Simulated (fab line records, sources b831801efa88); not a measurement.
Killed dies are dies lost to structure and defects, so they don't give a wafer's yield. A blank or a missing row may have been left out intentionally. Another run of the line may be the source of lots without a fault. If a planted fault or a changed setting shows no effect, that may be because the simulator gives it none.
What tool caused it?	flow sky130	Sampling: 10 lots, 30 wafers, 5 of 708 route steps

== WHAT THE GAUGES READ, wafer by wafer ==
SKY_SONOS_TUNNEL_CD_MEAS_07 targets a cd of 410 nm.
lot	measured	on	cd nm (nm)
L168	day 11 12:22	cd sem-01	411.0 412.3 409.9
L173	day 12 22:19	cd sem-02	408.3 408.7 407.4
L174	day 13 04:19	cd sem-02	407.3 408.4 409.1
L175	day 13 15:45	cd sem-01	409.5 407.8 407.3
L182	day 15 23:04	cd sem-02	410.5 410.5 409.5
L185	day 17 05:08	cd sem-01	409.4 407.9 409.0
L186	day 17 12:26	cd sem-01	408.3 408.4 407.8
L187	day 17 17:16	cd sem-01	411.7 412.5 409.7
L189	day 18 06:44	cd sem-01	410.8 408.2 410.7
L191	day 19 02:50	cd sem-01	406.5 406.2 405.9

SKY_GATE_OXIDE_THK_MEAS_02.
lot	measured	on	GATE_OXIDE_OXIDATION_00_THK (nm)
L168	day 12 20:32	film metro-03	10.47 10.48 10.56
L173	day 14 11:26	film metro-03	10.09 10.00 10.30
L174	day 14 14:58	film metro-03	10.77 10.67 10.78
L175	day 15 02:30	film metro-02	10.68 10.58 10.57
L182	day 17 11:05	film metro-04	10.19 10.15 10.27
L185	day 18 18:23	film metro-02	10.26 10.09 10.13
L186	day 19 03:58	film metro-02	10.52 10.47 10.46
L187	day 19 07:08	film metro-03	10.15 10.41 10.24
L189	day 19 22:02	film metro-04	10.05 10.02 10.17
L191	day 20 18:46	film metro-02	10.27 10.02 10.18

SKY_POLY_GATE_THK_MEAS_01.
lot	measured	on	POLY_GATE_CVD_00_THK (nm)
L168	day 14 02:23	film metro-01	184.5 184.4 182.8
L173	day 15 17:13	film metro-04	178.2 177.9 176.8
L174	day 15 21:22	film metro-03	102.7 103.2 104.0
L175	day 16 09:31	film metro-04	107.3 104.6 105.3
L182	day 18 21:43	film metro-03	182.3 181.2 181.3
L185	day 20 04:34	film metro-04	181.5 180.5 181.9
L186	day 20 13:37	film metro-04	182.3 181.9 182.3
L187	day 20 18:53	film metro-01	180.2 181.1 180.0
L189	day 21 07:38	film metro-04	181.6 180.2 180.9
L191	day 22 03:47	film metro-01	180.9 181.4 180.6

== EACH LOT AND THE TOOL THAT RAN IT (in order: tool; ch and the chambers of the sampled wafers; start) ==
lot	SKY_SONOS_ONO_ETCH_15	SKY_POLY_GATE_CVD_00
L168	rie diel-01 ch 0,2, day 12 18:05	lpcvd-01 ch 0, day 14 01:10
L173	rie diel-04 ch 0,1,3, day 14 08:46	lpcvd-01 ch 0, day 15 16:00
L174	rie diel-02 ch 1,3, day 14 12:38	lpcvd-01 ch 0, day 15 20:10
L175	rie diel-02 ch 2,3, day 14 23:49	lpcvd-01 ch 0, day 16 08:18
L182	rie diel-02 ch 0,3, day 17 08:15	lpcvd-01 ch 0, day 18 19:55
L185	rie diel-04 ch 1,2, day 18 16:40	lpcvd-01 ch 0, day 20 03:22
L186	rie diel-04 ch 0,1,3, day 19 00:32	lpcvd-01 ch 1, day 20 12:25
L187	rie diel-02 ch 0,3, day 19 05:20	lpcvd-01 ch 0, day 20 17:41
L189	rie diel-01 ch 0,1, day 19 19:53	lpcvd-01 ch 1, day 21 06:26
L191	rie diel-04 ch 0,1, day 20 16:55	lpcvd-01 ch 1, day 22 02:34
- SKY_SONOS_ONO_ETCH_15: etches the open film in CHF3/O2, target depth 19.52 nm, time 7.8 s.
- SKY_POLY_GATE_CVD_00: deposits poly-Si, target thk 180 nm, time 720 s.

== WHAT THE TOOLS THEMSELVES READ (means of the sampled wafers that have a number; where no wafer has one, the mark that the record gives instead) ==
SKY_SONOS_ONO_ETCH_15.
lot	tool	chamber pressure mTorr (mTorr)	drypump motor current A (A)	oes product au (a.u.)	throttle valve pct (%)
L168	rie diel-01	40.01	5.7	1.002	8.826
L173	rie diel-04	40.04	5.8	1.002	8.824
L174	rie diel-02	39.99	5.6	1.005	8.818
L175	rie diel-02	40.00	5.4	0.996	8.832
L182	rie diel-02	39.97	5.5	1.001	8.817
L185	rie diel-04	40.01	5.9	0.996	8.827
L186	rie diel-04	40.02	5.8	1.001	8.813
L187	rie diel-02	40.00	5.5	1.001	8.825
L189	rie diel-01	39.99	6.2	1.004	8.820
L191	rie diel-04	40.02	5.6	0.994	8.818

SKY_POLY_GATE_CVD_00.
lot	tool	spike tc bottom C (C)	spike tc centre C (C)	spike tc lower C (C)	spike tc top C (C)	spike tc upper C (C)	susceptor temp C (C)	zone power bottom pct (%)	zone power centre pct (%)	zone power top pct (%)	zone power upper pct (%)
L168	lpcvd-01	647	621.0	619.6	638.0	620.9	619.98	12.12	10.99	18.7	8.44
L173	lpcvd-01	647	621.2	617.9	636.8	620.7	619.85	12.13	10.86	18.7	8.41
L174	lpcvd-01	624	598.1	596.0	614.8	598.3	598.06	11.38	10.30	17.8	7.84
L175	lpcvd-01	624	598.6	596.5	614.8	598.9	597.40	11.24	10.28	17.9	7.91
L182	lpcvd-01	647	621.2	618.1	637.3	620.7	620.35	12.20	10.89	18.8	8.41
L185	lpcvd-01	646	621.4	618.7	637.5	621.7	620.11	12.10	10.94	18.6	8.51
L186	lpcvd-01	639	620.1	618.8	632.3	620.1	619.78	11.90	10.83	21.4	8.21
L187	lpcvd-01	647	620.8	619.1	637.0	620.1	619.43	12.13	10.88	18.9	8.43
L189	lpcvd-01	638	620.2	619.4	634.3	619.9	620.20	11.98	10.86	21.4	8.22
L191	lpcvd-01	638	619.7	619.3	634.6	621.0	620.07	12.01	10.81	21.4	8.26

== THE ANSWER, worked out from the rows above alone ==
Rule: the usual values come from the lots themselves. The widest of any qualifying gaps counts: lots, ordered by their means at a reading, are off when they make up no more than a third of the lots, leave a main group of 4 or more, and stand apart from it by 3 or more times the standard deviation of that group's means. Not used: any main group whose means are identical at the precision the tables above print for the reading. A lot without any number at a reading at which 4 lots or more have one is off too. Any other lot the step has rows for is counted as sound. The gauges are gone through in route order, then the tools' own readings, and for those a lot's mean is taken as printed above. At the first step where some lot is off, the reading lying furthest off is the one used; lots without a number count as furthest.
Off: L174, L175, seen at SKY_POLY_GATE_THK_MEAS_01 (POLY_GATE_CVD_00_THK). The main group: mean 181.1 nm, standard deviation 1.7.
If a tool, at a process step before that reading, ran all the lots that are off and no sound lot after the first of them, it fits. The gauges at SKY_POLY_GATE_THK_MEAS_01 aren't tried: what is off there is off at SKY_POLY_GATE_CVD_00 too, on other tools, and a gauge's error can't cause that. No candidate that was tried fits.

== WHAT HAD BEEN PUT IN BY THE SIMULATOR ==
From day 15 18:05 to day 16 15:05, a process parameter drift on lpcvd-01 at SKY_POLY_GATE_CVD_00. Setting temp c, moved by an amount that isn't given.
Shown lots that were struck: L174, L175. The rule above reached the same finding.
